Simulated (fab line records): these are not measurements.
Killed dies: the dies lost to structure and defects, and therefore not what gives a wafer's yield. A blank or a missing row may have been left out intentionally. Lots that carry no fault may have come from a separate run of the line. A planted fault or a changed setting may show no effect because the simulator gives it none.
Lot-split experiment + flow sfq_line + on a route of 325 steps: 5 lots, 23 wafers read

== THE SPLIT ==
At SFQ_TRILAYER_L0_VIA_LITHO_COAT_018 (resist thk 62 nm), the setting spin_rpm was moved away from the recipe's 3000 rpm on 5 of the 23 wafers read, by +3.0% to +3.9%. This setting was run at the recipe's value on the other wafers.

The reading is taken at the split's own step.

== THE READING ==
BARC_of_TRILAYER_L0_VIA_LITHO_COAT_018.thk_nm (the simulator's own value, which no gauge read), in nm, at SFQ_TRILAYER_L0_VIA_LITHO_COAT_018 (resist thk 62 nm). No usual value for it is given in the file. Across the 18 wafers here that went through the recipe, the average is 62.09 nm and the standard deviation 0.22 nm.

| wafer  | tool, chamber at the split | spin_rpm as run, rpm | against the recipe | BARC_of_TRILAYER_L0_VIA_LITHO_COAT_018.thk_nm, nm | against lot-mates on the recipe |
|--------|----------------------------|----------------------|--------------------|---------------------------------------------------|---------------------------------|
| L076.1 | litho_track-03, 0          | 3091                 | +3.0%              | 61.12                                             | -0.98                           |
| L076.2 | litho_track-03, 0          | 3000                 | recipe             | 62                                                | -                               |
| L076.3 | litho_track-03, 0          | 3000                 | recipe             | 62.08                                             | -                               |
| L076.5 | litho_track-03, 0          | 3000                 | recipe             | 62.21                                             | -                               |
| L076.6 | litho_track-03, 0          | 3091                 | +3.0%              | 61.06                                             | -1.04                           |
| L077.1 | litho_track-02, 0          | 3000                 | recipe             | 61.78                                             | -                               |
| L077.3 | litho_track-02, 0          | 3000                 | recipe             | 61.77                                             | -                               |
| L077.4 | litho_track-02, 0          | 3000                 | recipe             | 61.93                                             | -                               |
| L077.5 | litho_track-02, 0          | 3000                 | recipe             | 61.79                                             | -                               |
| L077.6 | litho_track-02, 0          | 3000                 | recipe             | 61.92                                             | -                               |
| L079.1 | litho_track-01, 0          | 3000                 | recipe             | 62.18                                             | -                               |
| L079.3 | litho_track-01, 0          | 3000                 | recipe             | 61.85                                             | -                               |
| L079.4 | litho_track-01, 0          | 3116                 | +3.9%              | 60.88                                             | -1.13                           |
| L079.5 | litho_track-01, 0          | 3116                 | +3.9%              | 60.9                                              | -1.12                           |
| L079.6 | litho_track-01, 0          | 3116                 | +3.9%              | 61.02                                             | -0.99                           |
| L081.1 | litho_track-03, 0          | 3000                 | recipe             | 61.97                                             | -                               |
| L081.3 | litho_track-03, 0          | 3000                 | recipe             | 62.23                                             | -                               |
| L081.4 | litho_track-03, 0          | 3000                 | recipe             | 62.13                                             | -                               |
| L083.1 | litho_track-03, 0          | 3000                 | recipe             | 62.45                                             | -                               |
| L083.2 | litho_track-03, 0          | 3000                 | recipe             | 62.34                                             | -                               |
| L083.3 | litho_track-03, 0          | 3000                 | recipe             | 62.3                                              | -                               |
| L083.4 | litho_track-03, 0          | 3000                 | recipe             | 62.38                                             | -                               |
| L083.6 | litho_track-03, 0          | 3000                 | recipe             | 62.32                                             | -                               |

FIT RESULTS
A straight line over all 23 wafers: BARC_of_TRILAYER_L0_VIA_LITHO_COAT_018.thk_nm changes by -0.308 nm for each +1% of spin_rpm; r = -0.92; the points scatter about the line by 0.2 nm.
The same after taking each lot's own level away (the mean of its wafers on the recipe; 23 wafers): -0.294 nm for each +1%; r = -0.98; scatter 0.097 nm.
That fit puts the effect of the largest move of spin_rpm on the reading at 1.1 nm.
Across the lots, their own levels run from 61.838 to 62.358 nm, a range of 2.4 times the standard deviation given above.
Consequently the slope shifts little with the lot-to-lot level, the two slopes agreeing.
Check: with one of the wafers moved furthest among these (+3.9%) left out of the fit, the line predicts -1.14 nm for it against its lot-mates. It came out at -1.13 nm against them.

== FURTHER SPLITS ON THESE WAFERS ==
Other splits were also applied to these wafers ahead of the reading. Each is held against what the fit with the lots' levels taken away leaves over:
| other split on the same wafers             | wafers away from the commonest value | r with BARC_of_TRILAYER_L0_VIA_LITHO_COAT_018.thk_nm (lot level and that fit taken away) |
|--------------------------------------------|--------------------------------------|------------------------------------------------------------------------------------------|
| SFQ_TRILAYER_INCOMING_OXIDATION_002 temp_c | 10                                   | -0.19                                                                                    |
| SFQ_TRILAYER_L0_DEP_SPUTTER_003 power_w    | 7                                    | +0.02                                                                                    |
| SFQ_TRILAYER_L0_LITHO_PEB_008 peb_time_s   | 10                                   | -0.01                                                                                    |

== FILE'S OWN FIT ==
BARC_of_TRILAYER_L0_VIA_LITHO_COAT_018.thk_nm changes by -0.3 nm for each +1% of spin_rpm, r = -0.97.
